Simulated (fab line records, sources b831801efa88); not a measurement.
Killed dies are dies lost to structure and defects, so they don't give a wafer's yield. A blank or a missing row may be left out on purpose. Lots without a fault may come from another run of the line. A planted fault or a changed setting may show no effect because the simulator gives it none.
Which tool did it? | flow sky130 | 13 lots, 37 wafers sampled, at 5 steps of a route of 708

WHAT THE GAUGES READ, wafer by wafer
SKY_LDD_N_OVL_MEAS_07.
lot  | measured     | on         | LDD_N_OVL (nm)
L533 | day 17 06:35 | overlay-02 | -2.0 -2.7 -0.7
L534 | day 17 10:04 | overlay-01 | -1.0 -1.3 -0.5
L535 | day 17 15:11 | overlay-01 | -0.4 2.0 0.6
L538 | day 19 01:01 | overlay-01 | -2.4 -2.1 -3.6
L541 | day 20 00:53 | overlay-01 | -0.1 -0.9 -0.5
L542 | day 20 15:41 | overlay-02 | -2.0 -1.0 -1.8
L543 | day 20 22:40 | overlay-02 | -0.6 -0.9 -2.3
L547 | day 22 02:47 | overlay-02 | -2.3 -0.8
L548 | day 22 13:30 | overlay-01 | -1.9 -1.3
L549 | day 23 01:13 | overlay-01 | -0.9 -0.3 -0.6
L554 | day 25 05:35 | overlay-02 | -4.6 -3.1 -3.0
L555 | day 25 06:53 | overlay-02 | -0.8 -0.9 -1.0
L556 | day 25 09:20 | overlay-01 | -1.1 -1.9 -0.8

SKY_SPACER_THK_MEAS_01.
lot  | measured     | on            | SPACER_CVD_00_THK (nm)
L533 | day 22 11:53 | film_metro-04 | 42.9 43.0 43.2
L534 | day 22 14:35 | film_metro-04 | 42.6 43.0 43.1
L535 | day 22 20:51 | film_metro-02 | 43.6 43.4 43.7
L538 | day 24 06:52 | film_metro-02 | 42.6 43.2 43.1
L541 | day 25 06:13 | film_metro-01 | 43.3 42.8 42.6
L542 | day 25 19:02 | film_metro-01 | 43.1 42.9 43.0
L543 | day 26 03:29 | film_metro-02 | 43.3 43.1 42.8
L547 | day 27 04:34 | film_metro-01 | 42.6 42.7
L548 | day 27 16:01 | film_metro-01 | 43.4 43.1
L549 | day 28 02:49 | film_metro-04 | 42.9 42.6 42.6
L554 | day 30 03:29 | film_metro-02 | 43.5 43.2 43.2
L555 | day 30 06:06 | film_metro-02 | 42.8 42.9 43.2
L556 | day 30 08:39 | film_metro-02 | 43.3 43.3 43.2

WHICH TOOL RAN EACH LOT (tool, then ch and the chambers of the sampled wafers, then the start)
lot  | SKY_POLY_GATE_ETCH_15              | SKY_LDD_LDN_COAT_02               | SKY_LDD_LDN_STRIP_12
L533 | rie_diel-01 ch 0,1, day 16 01:00   | litho_track-02 ch 0, day 21 18:55 | plasma_asher-04 ch 0,1, day 22 10:29
L534 | rie_diel-02 ch 1,2,3, day 16 04:33 | litho_track-03 ch 0, day 21 21:52 | plasma_asher-03 ch 0, day 22 13:10
L535 | rie_diel-01 ch 0,1, day 16 08:05   | litho_track-03 ch 0, day 22 03:52 | plasma_asher-03 ch 0,1, day 22 18:52
L538 | rie_diel-02 ch 0,1, day 17 16:02   | litho_track-04 ch 0, day 23 13:59 | plasma_asher-03 ch 0,1, day 24 05:27
L541 | rie_diel-02 ch 0,2,3, day 18 14:08 | litho_track-04 ch 0, day 24 12:37 | plasma_asher-04 ch 0,1, day 25 04:25
L542 | rie_diel-02 ch 0,3, day 19 05:59   | litho_track-03 ch 0, day 25 02:43 | plasma_asher-02 ch 0,1, day 25 17:38
L543 | rie_diel-01 ch 1,3, day 19 13:54   | litho_track-02 ch 0, day 25 09:59 | plasma_asher-02 ch 0,1, day 26 01:33
L547 | rie_diel-02 ch 2,3, day 20 18:17   | litho_track-03 ch 0, day 26 11:25 | plasma_asher-02 ch 0,1, day 27 03:10
L548 | rie_diel-03 ch 2,3, day 21 06:30   | litho_track-03 ch 0, day 26 22:58 | plasma_asher-02 ch 0,1, day 27 14:37
L549 | rie_diel-02 ch 0,1,3, day 21 16:59 | litho_track-03 ch 0, day 27 10:13 | plasma_asher-02 ch 0,1, day 28 01:24
L554 | rie_diel-01 ch 0,1,3, day 23 21:44 | litho_track-04 ch 0, day 29 12:11 | plasma_asher-04 ch 0,1, day 30 02:04
L555 | rie_diel-02 ch 0,2,3, day 23 22:23 | litho_track-02 ch 0, day 29 13:13 | plasma_asher-03 ch 0,1, day 30 03:42
L556 | rie_diel-03 ch 0,1,2, day 24 01:47 | litho_track-02 ch 0, day 29 14:44 | plasma_asher-03 ch 0,1, day 30 04:57
- SKY_POLY_GATE_ETCH_15: etches BARC in N2/H2, stops on SiO2, time 118.5 s, target depth 110 nm.
- SKY_LDD_LDN_COAT_02: resist thk 1140 nm.
- SKY_LDD_LDN_STRIP_12: strips in O2/N2.

WHAT THE TOOLS THEMSELVES READ (means of the sampled wafers that have a number; where no wafer has one, the mark that the record gives instead)
SKY_POLY_GATE_ETCH_15.
lot  | tool        | drypump_motor_current_A (A) | oes_product_au (a.u.) | throttle_valve_pct (%)
L533 | rie_diel-01 | 6.0                         | 0.714                 | 13.223
L534 | rie_diel-02 | 5.9                         | 0.716                 | 13.207
L535 | rie_diel-01 | 6.0                         | 0.713                 | 13.212
L538 | rie_diel-02 | 5.3                         | 0.717                 | 13.213
L541 | rie_diel-02 | 5.9                         | 0.713                 | 13.212
L542 | rie_diel-02 | 5.7                         | 0.714                 | 13.209
L543 | rie_diel-01 | 5.9                         | 0.713                 | 13.215
L547 | rie_diel-02 | 6.2                         | 0.712                 | 13.218
L548 | rie_diel-03 | 5.9                         | 0.720                 | 13.210
L549 | rie_diel-02 | 5.6                         | 0.716                 | 13.219
L554 | rie_diel-01 | 5.9                         | 0.714                 | 13.216
L555 | rie_diel-02 | 5.9                         | 0.720                 | 13.215
L556 | rie_diel-03 | 5.6                         | 0.720                 | 13.210

SKY_LDD_LDN_STRIP_12.
lot  | tool            | drypump_motor_current_A (A) | o2_flow_sccm (sccm) | oes_product_au (a.u.) | strip_time_to_endpoint_s (s)
L533 | plasma_asher-04 | 5.51                        | 2994                | 0.715                 | 14.26
L534 | plasma_asher-03 | 5.77                        | 3010                | 0.710                 | 14.15
L535 | plasma_asher-03 | 5.74                        | 2996                | 0.716                 | 14.14
L538 | plasma_asher-03 | 5.73                        | 2996                | 0.715                 | 14.20
L541 | plasma_asher-04 | 5.81                        | 3008                | 0.715                 | 14.19
L542 | plasma_asher-02 | 5.68                        | 2999                | 0.711                 | 14.06
L543 | plasma_asher-02 | 5.91                        | 3014                | 0.713                 | 14.25
L547 | plasma_asher-02 | 5.79                        | 2994                | 0.614                 | 10.46
L548 | plasma_asher-02 | 5.80                        | 3006                | 0.611                 | 10.45
L549 | plasma_asher-02 | 5.67                        | 3006                | 0.645                 | 11.70
L554 | plasma_asher-04 | 5.83                        | 2997                | 0.715                 | 14.18
L555 | plasma_asher-03 | 5.75                        | 2991                | 0.717                 | 14.21
L556 | plasma_asher-03 | 5.73                        | 3000                | 0.718                 | 14.13

THE ANSWER, worked out from the rows above alone
Rule: what is usual is taken from the lots themselves. Put in order of their means at a reading, lots are off if they are a third of the lots or fewer, leave a main group of 4 or more, and stand apart from it by a gap of 3 or more times the standard deviation of the main group's means; of several such gaps the widest counts. A main group whose means are all the same, to the digits that the tables above print for the reading, isn't used. A lot without any number at a reading at which 4 lots or more have one is off too. The other lots that the step has rows for count as sound. The gauges are gone through in route order, then the tools' own readings, and for those a lot's mean is taken as printed above. The first step at which some lot is off is used, and at that step the reading that is off furthest; a lot without a number counts as furthest.
Off: L547, L548, L549, at SKY_LDD_LDN_STRIP_12 (strip_time_to_endpoint_s). The main group: mean 14.18 s, standard deviation 0.057.
A tool fits if, at that step or a process step before it, it ran every lot that is off, and no sound lot after the first of them. Can't be told from this: 2 tools fit, litho_track-03 at SKY_LDD_LDN_COAT_02, plasma_asher-02 at SKY_LDD_LDN_STRIP_12.

WHAT THE SIMULATOR HAD PUT IN
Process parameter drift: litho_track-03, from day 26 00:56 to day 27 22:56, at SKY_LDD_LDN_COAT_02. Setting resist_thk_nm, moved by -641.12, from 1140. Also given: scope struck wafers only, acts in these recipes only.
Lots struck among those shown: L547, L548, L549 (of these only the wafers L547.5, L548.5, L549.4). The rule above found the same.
